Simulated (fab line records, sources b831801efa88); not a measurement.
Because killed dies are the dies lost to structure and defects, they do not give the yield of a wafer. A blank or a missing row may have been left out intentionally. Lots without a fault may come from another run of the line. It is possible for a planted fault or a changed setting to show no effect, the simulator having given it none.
fab line records	flow sky130
record: lots: 14	wafers: 42	lastDay: 50
route steps=708 shown LDD_HVP@288 METAL1@451 METAL2@485
lots that met no fault: from a run of the same line without faults
startH: hours from the record's opening day to when the first of the lot's shown wafers began	waitH: hours since the lot's step before	" unchanged from the row above	L1.1+2: one row covering several wafers at once	- no value, or no start given	* or withheld: withheld	< > ~ a bound
route shown NAME@n: names a module that has steps shown in the file, with the first one's number in the route	usual: average and standard deviation across the fault-free wafers	same: alike in all rows	chamber/n: place in a boat	sites: each site's reading	_std_site: the standard deviation of these	_edge_site: mean of outer sites minus mean of inner sites	radiusMm: how far each site lies from the wafer's centre	mask NAME#n: copy n	behind: tool/chamber where the wafer was last shaped	hold: why the lot went on hold/how many hours it stayed there/how the hold came to an end	device: which transistor (n, p or np) failed to switch	end of line: tests of these same wafers at the route's end	step lacking rows: just its recipe	killed: dies that structure and defects cost at the first sort, which is not the same as the wafer's yield	map: a wafer's dies, x killed, . not, _ none there
set.NAME: the setting the step ran with; set.NAME@STEP: the setting that earlier step ran with	model.NAME: the simulator's own value behind a step, which no gauge read
steps of the route over a sample of lots; a table a step, a row a wafer
services: the hour from which a tool's chamber was out of use, counted from the record's first day as startH (under 0 if before that day), plus the number of hours and why
== steps ==
step: SKY_LDD_HVP_TW_MEAS_10
usual: LDD_HVP_TW: 454/4.9
lot.wafer	tool	chamber	startH	waitH	LDD_HVP_TW
L991.1	filmMetro-01	-	488.43	0.1	460
L991.4	"	-	"	"	458
L991.6	"	-	"	"	459
L993.3	filmMetro-02	-	518.22	0.1	451
L993.5	"	-	"	"	451
L993.6	"	-	"	"	451
L995.3	filmMetro-04	-	538.07	0.1	448
L995.5	"	-	"	"	448
L995.6	"	-	"	"	450
L997.3	filmMetro-01	-	552.27	0.1	465
L997.5	"	-	"	"	463
L997.6	"	-	"	"	461
L998.1	filmMetro-01	-	558.98	0.1	465
L998.2	"	-	"	"	463
L998.5	"	-	"	"	463
L999.2	filmMetro-04	-	571.01	0.1	451
L999.5	"	-	"	"	450
L999.6	"	-	"	"	452
L103.1	filmMetro-02	-	602.55	0.1	458
L103.4	"	-	"	"	455
L103.5	"	-	"	"	456
L107.1	filmMetro-04	-	629.98	0.1	451
L107.2	"	-	"	"	450
L107.3	"	-	"	"	450
L109.3	filmMetro-04	-	655.96	0.1	448
L109.5	"	-	"	"	451
L109.6	"	-	"	"	452
L110.2	filmMetro-04	-	663.52	0.1	450
L110.5	"	-	"	"	450
L110.6	"	-	"	"	451
L111.2	filmMetro-04	-	669.81	0.1	449
L111.3	"	-	"	"	449
L111.4	"	-	"	"	450
L112.4	filmMetro-02	-	671.33	0.1	454
L112.5	"	-	"	"	456
L112.6	"	-	"	"	454
L113.1	filmMetro-01	-	675.31	0.1	458
L113.3	"	-	"	"	456
L113.5	"	-	"	"	461
L114.1	filmMetro-01	-	692.42	0.1	460
L114.2	"	-	"	"	461
L114.5	"	-	"	"	461
step: SKY_METAL1_DESCUM_17
recipe: chemistry: O2	sourcePowerW: 150	biasPowerW: 0	pressureMtorr: 10	tempC: 40	timeS: 8
usual: drypumpMotorCurrentA: 5.8/0.48	oesProductAu: 0.994/0.0082	rfFwdPowerW: 147.4/0.7
lot.wafer	tool	chamber	startH	waitH	drypumpMotorCurrentA	oesProductAu	rfFwdPowerW	rfHoursCounterH
L991.1	rieMetal-01	1	760.12	0.0	5.0	1.001	146.9	7
L991.4	"	1	"	"	5.0	0.999	146.4	-
L991.6	"	0	"	"	5.3	0.980	147.1	-
L993.3	rieMetal-03	1	781.83	0.0	6.4	0.998	147.8	-
L993.5	"	0	"	"	5.6	1.004	147.3	-
L993.6	"	1	"	"	6.4	0.988	147.9	-
L995.3	rieMetal-03	0	801.02	0.0	5.5	1.014	147.6	-
L995.5	"	1	"	"	6.5	0.990	147.7	-
L995.6	"	0	"	"	5.6	1.006	146.9	-
L997.3	rieMetal-03	0	813.54	0.0	5.6	1.006	147.8	-
L997.5	"	0	"	"	5.6	0.998	147.7	-
L997.6	"	1	"	"	6.4	1.001	147.9	-
L998.1	rieMetal-02	1	818.47	0.0	6.0	1.003	147.2	5
L998.2	"	0	"	"	5.9	0.990	148.2	9
L998.5	"	1	"	"	6.0	0.988	147.7	-
L999.2	rieMetal-01	0	830.27	0.0	5.3	0.981	146.9	16
L999.5	"	1	"	"	5.0	0.988	145.7	-
L999.6	"	0	"	"	5.3	0.981	146.4	-
L103.1	rieMetal-01	1	859.83	0.0	5.0	0.993	146.5	11
L103.4	"	1	"	"	5.0	0.999	146.0	-
L103.5	"	1	"	"	5.0	1.002	145.7	-
L107.1	rieMetal-03	0	882.52	0.0	5.6	1.009	148.3	8
L107.2	"	1	"	"	6.4	0.997	147.9	4
L107.3	"	0	"	"	5.6	1.003	148.0	-
L109.3	rieMetal-03	0	907.67	0.0	5.6	1.006	148.4	-
L109.5	"	0	"	"	5.6	0.998	147.4	-
L109.6	"	1	"	"	6.4	0.983	147.8	-
L110.2	rieMetal-03	1	913.66	0.0	6.5	0.987	147.7	5
L110.5	"	1	"	"	6.4	0.989	147.8	-
L110.6	"	0	"	"	5.6	0.999	148.0	-
L111.2	rieMetal-02	1	918.61	0.0	6.0	1.001	147.5	9
L111.3	"	1	"	"	6.0	0.985	147.6	-
L111.4	"	0	"	"	5.9	0.993	147.4	-
L112.4	rieMetal-01	0	920.97	0.0	5.3	0.986	146.2	-
L112.5	"	1	"	"	5.0	0.982	146.7	-
L112.6	"	0	"	"	5.3	0.988	146.8	-
L113.1	rieMetal-03	0	924.47	0.0	5.5	1.003	147.6	10
L113.3	"	1	"	"	6.5	0.988	148.1	-
L113.5	"	1	"	"	6.5	0.995	148.3	-
L114.1	rieMetal-02	0	937.46	0.0	5.9	0.977	147.8	14
L114.2	"	1	"	"	6.0	0.994	146.7	10
L114.5	"	1	"	"	6.0	0.987	146.6	-
step: SKY_METAL1_ETCH_18
recipe: chemistry: N2/H2	target: BARC	ionEnergyEv: 200	biasW: 100	pressureMtorr: 30	n2FlowSccm: 100	h2FlowSccm: 200	icpW: 500	stopOn: SiO2	timeS: 45.9	targetDepthA: 600
usual: drypumpMotorCurrentA: 5.8/0.48	h2FlowSccm: 200.1/0.66	oesProductAu: 0.855/0.0051	rfFwdPowerW: 495.7/1.8	throttleValvePct: 13.225/0.0094
lot.wafer	tool	chamber	startH	waitH	drypumpMotorCurrentA	h2FlowSccm	oesProductAu	rfFwdPowerW	rfHoursCounterH	throttleValvePct
L991.1	rieMetal-01	1	760.15	0.0	5.0	200.8	0.856	492.7	7	13.204
L991.4	"	1	"	"	5.0	199.7	0.849	493.9	-	13.224
L991.6	"	0	"	"	5.2	200.0	0.855	493.9	-	13.218
L993.3	rieMetal-03	1	781.87	0.0	6.5	199.7	0.856	497.0	-	13.221
L993.5	"	0	"	"	5.5	200.6	0.851	496.0	-	13.233
L993.6	"	1	"	"	6.5	199.1	0.855	497.6	-	13.230
L995.3	rieMetal-03	0	801.06	0.0	5.6	200.2	0.858	497.0	-	13.230
L995.5	"	1	"	"	6.5	200.1	0.848	498.9	-	13.210
L995.6	"	0	"	"	5.6	199.7	0.855	494.8	-	13.237
L997.3	rieMetal-03	0	813.59	0.0	5.6	200.7	0.858	495.4	-	13.223
L997.5	"	0	"	"	5.5	200.1	0.860	494.3	-	13.223
L997.6	"	1	"	"	6.5	200.5	0.858	497.8	-	13.235
L998.1	rieMetal-02	1	818.50	0.0	6.0	199.8	0.851	493.8	5	13.221
L998.2	"	0	"	"	5.9	201.3	0.868	497.7	9	13.218
L998.5	"	1	"	"	6.0	200.4	0.864	494.5	-	13.217
L999.2	rieMetal-01	0	830.30	0.0	5.2	200.2	0.851	495.7	16	13.214
L999.5	"	1	"	"	5.0	199.1	0.851	492.0	-	13.228
L999.6	"	0	"	"	5.3	199.1	0.857	497.0	-	13.224
L103.1	rieMetal-01	1	859.87	0.0	5.0	199.6	0.846	492.3	11	13.243
L103.4	"	1	"	"	5.0	200.3	0.855	493.6	-	13.232
L103.5	"	1	"	"	5.0	199.7	0.859	491.1	-	13.235
L107.1	rieMetal-03	0	882.55	0.0	5.6	201.6	0.861	500.4	8	13.236
L107.2	"	1	"	"	6.5	199.8	0.844	497.5	4	13.236
L107.3	"	0	"	"	5.6	200.8	0.863	496.5	-	13.217
L109.3	rieMetal-03	0	907.71	0.0	5.6	200.5	0.859	496.3	-	13.241
L109.5	"	0	"	"	5.5	200.4	0.850	496.0	-	13.227
L109.6	"	1	"	"	6.5	200.4	0.858	497.9	-	13.227
L110.2	rieMetal-03	1	913.69	0.0	6.5	199.0	0.852	495.4	5	13.240
L110.5	"	1	"	"	6.5	199.9	0.850	496.2	-	13.242
L110.6	"	0	"	"	5.6	200.5	0.866	495.2	-	13.224
L111.2	rieMetal-02	1	918.64	0.0	6.0	200.1	0.854	495.6	9	13.212
L111.3	"	1	"	"	6.0	200.4	0.855	494.5	-	13.232
L111.4	"	0	"	"	5.9	200.9	0.852	496.1	-	13.227
L112.4	rieMetal-01	0	921.01	0.0	5.3	199.4	0.857	496.0	-	13.224
L112.5	"	1	"	"	5.0	200.4	0.855	496.4	-	13.224
L112.6	"	0	"	"	5.3	200.2	0.858	493.7	-	13.229
L113.1	rieMetal-03	0	924.50	0.0	5.6	198.8	0.859	497.2	10	13.235
L113.3	"	1	"	"	6.5	200.1	0.853	498.2	-	13.220
L113.5	"	1	"	"	6.5	200.5	0.862	497.6	-	13.219
L114.1	rieMetal-02	0	937.49	0.0	5.9	199.0	0.855	496.1	14	13.229
L114.2	"	1	"	"	6.0	199.1	0.849	494.7	10	13.227
L114.5	"	1	"	"	6.0	199.6	0.857	495.3	-	13.216
step: SKY_METAL2_SPUTTER_02
recipe: material: AlCu	targetThkNm: 250	powerW: 10600	timeS: 13.3	chamberPressurePa: 0.4
usual: throttleValvePct: 30.3/0.53
lot.wafer	tool	chamber	startH	waitH	throttleValvePct
L991.1	pvdSputter-03	-	788.75	0.0	30.8
L991.4	"	-	"	"	29.7
L991.6	"	-	"	"	29.4
L993.3	pvdSputter-01	-	810.79	0.0	31.4
L993.5	"	-	"	"	29.8
L993.6	"	-	"	"	31.6
L995.3	pvdSputter-02	-	830.32	0.0	30.2
L995.5	"	-	"	"	30.3
L995.6	"	-	"	"	30.1
L997.3	pvdSputter-02	-	842.73	0.0	29.9
L997.5	"	-	"	"	30.2
L997.6	"	-	"	"	30.0
L998.1	pvdSputter-02	-	847.01	0.0	30.5
L998.2	"	-	"	"	31.0
L998.5	"	-	"	"	30.0
L999.2	pvdSputter-01	-	859.26	0.0	30.0
L999.5	"	-	"	"	31.7
L999.6	"	-	"	"	30.1
L103.1	pvdSputter-03	-	888.66	0.0	29.6
L103.4	"	-	"	"	30.0
L103.5	"	-	"	"	29.6
L107.1	pvdSputter-03	-	910.50	0.0	31.0
L107.2	"	-	"	"	29.9
L107.3	"	-	"	"	30.4
L109.3	pvdSputter-01	-	935.65	0.0	29.9
L109.5	"	-	"	"	30.1
L109.6	"	-	"	"	30.1
L110.2	pvdSputter-02	-	942.01	0.0	30.1
L110.5	"	-	"	"	30.2
L110.6	"	-	"	"	30.7
L111.2	pvdSputter-01	-	945.97	0.0	30.0
L111.3	"	-	"	"	29.9
L111.4	"	-	"	"	31.5
L112.4	pvdSputter-02	-	947.91	0.0	30.3
L112.5	"	-	"	"	30.9
L112.6	"	-	"	"	30.5
L113.1	pvdSputter-02	-	952.46	0.0	30.5
L113.3	"	-	"	"	30.5
L113.5	"	-	"	"	29.9
L114.1	pvdSputter-02	-	964.67	0.0	30.0
L114.2	"	-	"	"	30.5
L114.5	"	-	"	"	29.7
step: SKY_METAL2_RS_MEAS_05
recipe: thkMeasGauge: four-point-probe	reads: TiN_of_METAL2_SPUTTER_04+Ti_of_METAL2_SPUTTER_03+AlCu_of_METAL2_SPUTTER_02+TiN_of_METAL2_SPUTTER_01+Ti_of_METAL2_SPUTTER_00
usual: METAL2_ALCU_RS: 0.1269/0.0014
lot.wafer	tool	chamber	startH	waitH	METAL2_ALCU_RS[ohm/sq]
L991.1	filmMetro-04	-	788.84	0.0	0.1282
L991.4	"	-	"	"	0.1274
L991.6	"	-	"	"	0.1260
L993.3	filmMetro-02	-	810.92	0.1	0.1278
L993.5	"	-	"	"	0.1250
L993.6	"	-	"	"	0.1288
L995.3	filmMetro-04	-	830.45	0.1	0.1268
L995.5	"	-	"	"	0.1268
L995.6	"	-	"	"	0.1268
L997.3	filmMetro-01	-	842.86	0.1	0.1275
L997.5	"	-	"	"	0.1277
L997.6	"	-	"	"	0.1264
L998.1	filmMetro-02	-	847.10	0.0	0.1256
L998.2	"	-	"	"	0.1252
L998.5	"	-	"	"	0.1270
L999.2	filmMetro-01	-	859.37	0.0	0.1286
L999.5	"	-	"	"	0.1291
L999.6	"	-	"	"	0.1302
L103.1	filmMetro-01	-	888.85	0.0	0.0773
L103.4	"	-	"	"	0.1263
L103.5	"	-	"	"	0.1267
L107.1	filmMetro-02	-	910.59	0.0	0.0787
L107.2	"	-	"	"	0.0780
L107.3	"	-	"	"	0.1284
L109.3	filmMetro-01	-	935.78	0.1	0.1309
L109.5	"	-	"	"	0.1320
L109.6	"	-	"	"	0.1277
L110.2	filmMetro-04	-	942.12	0.0	0.1262
L110.5	"	-	"	"	0.1268
L110.6	"	-	"	"	0.1252
L111.2	filmMetro-01	-	946.08	0.0	0.1288
L111.3	"	-	"	"	0.1263
L111.4	"	-	"	"	0.1289
L112.4	filmMetro-02	-	948.07	0.1	0.1294
L112.5	"	-	"	"	0.1269
L112.6	"	-	"	"	0.1279
L113.1	filmMetro-04	-	952.55	0.0	0.1272
L113.3	"	-	"	"	0.1265
L113.5	"	-	"	"	0.1266
L114.1	filmMetro-02	-	964.76	0.0	0.1272
L114.2	"	-	"	"	0.1276
L114.5	"	-	"	"	0.1253
step: SKY_METAL2_THK_MEAS_06
recipe: thkMeasGauge: xrf	reads: AlCu_of_METAL2_SPUTTER_02
usual: METAL2_ALCU_THK: 249.3/2.8
lot.wafer	tool	chamber	startH	waitH	METAL2_ALCU_THK[nm]
L991.1	filmMetro-04	-	788.96	0.1	248.0
L991.4	"	-	"	"	249.0
L991.6	"	-	"	"	252.2
L993.3	filmMetro-02	-	811.02	0.1	247.2
L993.5	"	-	"	"	253.1
L993.6	"	-	"	"	246.6
L995.3	filmMetro-04	-	830.55	0.1	250.0
L995.5	"	-	"	"	248.4
L995.6	"	-	"	"	250.2
L997.3	filmMetro-01	-	842.96	0.1	247.3
L997.5	"	-	"	"	248.7
L997.6	"	-	"	"	252.2
L998.1	filmMetro-02	-	847.22	0.1	249.9
L998.2	"	-	"	"	250.3
L998.5	"	-	"	"	248.5
L999.2	filmMetro-01	-	859.48	0.1	247.5
L999.5	"	-	"	"	246.6
L999.6	"	-	"	"	243.1
L103.1	filmMetro-01	-	888.97	0.1	407.5
L103.4	"	-	"	"	252.1
L103.5	"	-	"	"	251.4
L107.1	filmMetro-02	-	910.71	0.1	395.0
L107.2	"	-	"	"	394.9
L107.3	"	-	"	"	243.7
L109.3	filmMetro-01	-	935.88	0.1	244.3
L109.5	"	-	"	"	239.8
L109.6	"	-	"	"	248.2
L110.2	filmMetro-04	-	942.23	0.1	248.5
L110.5	"	-	"	"	248.3
L110.6	"	-	"	"	250.9
L111.2	filmMetro-01	-	946.19	0.1	247.4
L111.3	"	-	"	"	253.9
L111.4	"	-	"	"	246.4
L112.4	filmMetro-02	-	948.16	0.1	246.4
L112.5	"	-	"	"	246.4
L112.6	"	-	"	"	247.7
L113.1	filmMetro-04	-	952.67	0.1	248.0
L113.3	"	-	"	"	250.0
L113.5	"	-	"	"	249.4
L114.1	filmMetro-02	-	964.88	0.1	247.1
L114.2	"	-	"	"	247.0
L114.5	"	-	"	"	248.7
step: SKY_METAL2_METAL_ETCH_19
recipe: targetDepthA: 3600	stopOn: SiO2	overEtchFrac: 0.3	timeS: 78	chemistry: Cl2/BCl3	resistSidewallDeg: 88	pressureMtorr: 10	icpW: 900	biasW: 48.5	Cl2_flow_sccm: 60	bcl3FlowSccm: 30
usual: drypumpMotorCurrentA: 5.6/0.38	oesProductAu: 0.854/0.0056	rfFwdPowerW: 895/3.2	throttleValvePct: 22.264/0.0081
lot.wafer	tool	chamber	startH	waitH	drypumpMotorCurrentA	oesProductAu	rfFwdPowerW	rfHoursCounterH	throttleValvePct
L991.1	rieMetal-01	0	815.35	0.0	5.3	0.849	890	16	22.261
L991.4	"	1	"	"	5.0	0.855	896	-	22.264
L991.6	"	1	"	"	5.0	0.855	896	-	22.253
L993.3	rieMetal-02	1	837.68	0.1	6.0	0.844	895	-	22.267
L993.5	"	0	"	"	5.9	0.858	897	-	22.264
L993.6	"	1	"	"	6.0	0.854	896	-	22.256
L995.3	rieMetal-04	1	856.98	0.1	5.7	0.846	892	-	22.283
L995.5	"	1	"	"	5.7	0.854	892	-	22.266
L995.6	"	0	"	"	5.7	0.856	891	-	22.258
L997.3	rieMetal-02	0	869.34	0.1	5.9	0.858	895	-	22.249
L997.5	"	1	"	"	6.0	0.854	895	-	22.271
L997.6	"	0	"	"	5.9	0.851	893	-	22.269
L998.1	rieMetal-01	1	873.31	0.0	5.0	0.868	891	11	22.270
L998.2	"	0	"	"	5.3	0.853	891	0	22.264
L998.5	"	0	"	"	5.3	0.849	894	-	22.264
L999.2	rieMetal-02	1	885.80	0.0	6.0	0.848	893	8	22.249
L999.5	"	0	"	"	5.8	0.845	897	-	22.242
L999.6	"	1	"	"	6.0	0.841	898	-	22.259
L103.1	rieMetal-01	1	914.10	0.0	5.0	1.001	893	12	22.263
L103.4	"	1	"	"	4.9	0.860	895	-	22.260
L103.5	"	0	"	"	5.2	0.855	893	-	22.261
L107.1	rieMetal-01	0	935.90	0.0	5.3	0.984	891	3	22.256
L107.2	"	1	"	"	5.0	0.999	890	13	22.258
L107.3	"	1	"	"	5.0	0.844	890	-	22.267
L109.3	rieMetal-02	0	960.58	0.1	5.9	0.848	897	-	22.257
L109.5	"	1	"	"	6.0	0.845	896	-	22.263
L109.6	"	0	"	"	5.8	0.848	890	-	22.239
L110.2	rieMetal-02	0	966.10	0.0	5.9	0.863	901	15	22.278
L110.5	"	0	"	"	5.9	0.858	903	-	22.273
L110.6	"	1	"	"	6.0	0.870	898	-	22.270
L111.2	rieMetal-02	1	970.45	0.0	6.0	0.849	899	11	22.268
L111.3	"	1	"	"	6.0	0.855	895	-	22.267
L111.4	"	0	"	"	5.9	0.846	892	-	22.265
L112.4	rieMetal-02	1	972.93	0.1	6.0	0.856	891	-	22.260
L112.5	"	1	"	"	6.0	0.859	893	-	22.271
L112.6	"	0	"	"	5.9	0.850	893	-	22.256
L113.1	rieMetal-04	0	977.70	0.0	5.7	0.855	892	20	22.263
L113.3	"	1	"	"	5.7	0.857	895	-	22.270
L113.5	"	0	"	"	5.7	0.861	896	-	22.261
L114.1	rieMetal-04	0	988.81	0.0	5.7	0.862	892	21	22.271
L114.2	"	1	"	"	5.7	0.854	894	10	22.266
L114.5	"	1	"	"	5.7	0.859	900	-	22.267
== services ==
tool	chamber	startH	hours	kind
rieMetal-03	1	758.33	-	clean
rieMetal-03	1	758.33	16.2	scheduledDown
rieMetal-03	1	758.33	16.2	ventCycle
pvdSputter-02	-	785.23	1.8	repair
rieMetal-04	1	788.86	-	clean
rieMetal-04	1	788.86	28.2	scheduledDown
rieMetal-04	1	788.86	28.2	ventCycle
pvdSputter-02	-	789.15	0.9	repair
pvdSputter-01	-	791.25	1.6	repair
pvdSputter-02	-	798.55	1.5	repair
rieMetal-01	0	835.18	-	clean
rieMetal-01	0	835.18	19.4	scheduledDown
rieMetal-01	0	835.18	19.4	ventCycle
pvdSputter-02	-	838.69	1.8	repair
pvdSputter-03	-	859.13	2.7	repair
rieMetal-01	-	865.09	7.2	repair
rieMetal-01	-	892.59	14.6	pm
pvdSputter-03	-	907.87	2.3	repair
pvdSputter-01	-	960.41	2.3	repair
rieMetal-03	1	980.45	8.3	repair
rieMetal-03	-	983.64	14.6	pm
== key ==
firstSign: step: SKY_METAL2_RS_MEAS_05	reading: METAL2_ALCU_RS	direction: down	sigmas: 36	usual: 0.1269	struck: 0.0780
effect: step: SKY_METAL2_THK_MEAS_06	reading: METAL2_ALCU_THK	direction: up	sigmas: 54	usual: 249.3	struck: 399.1
effect: step: SKY_METAL2_METAL_ETCH_19	reading: oesProductAu	direction: up	sigmas: 25	usual: 0.854	struck: 0.995
metAt SKY_METAL2_SPUTTER_02
struckLots L103,L107
struckWafers L103.1,L107.1,L107.2
laterRowsLeftOut L103.1,L107.1,L107.2
sortLeftOut L103.1,L107.1,L107.2
notActingAt SKY_LDD_HVP_TW_MEAS_10,SKY_METAL1_DESCUM_17,SKY_METAL1_ETCH_18
onsetBetween 788.75 888.66
fault: kind: processParameterDrift	tool: pvdSputter-03	chamber: -	onsetH: 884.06	steps: SKY_METAL2_SPUTTER_02	channel: targetThkNm	offset: 153.49	shape: step	endH: 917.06	scope: struckWafersOnly	actsIn: theseRecipesOnly	stated: 250
sortLeftOut: the simulated sort isn't trusted on such a fault, so these wafers' sort isn't shown, and their yield isn't known
laterRowsLeftOut: the simulator's readings of these wafers behind a module that went badly wrong aren't trusted and aren't shown, but for the sort
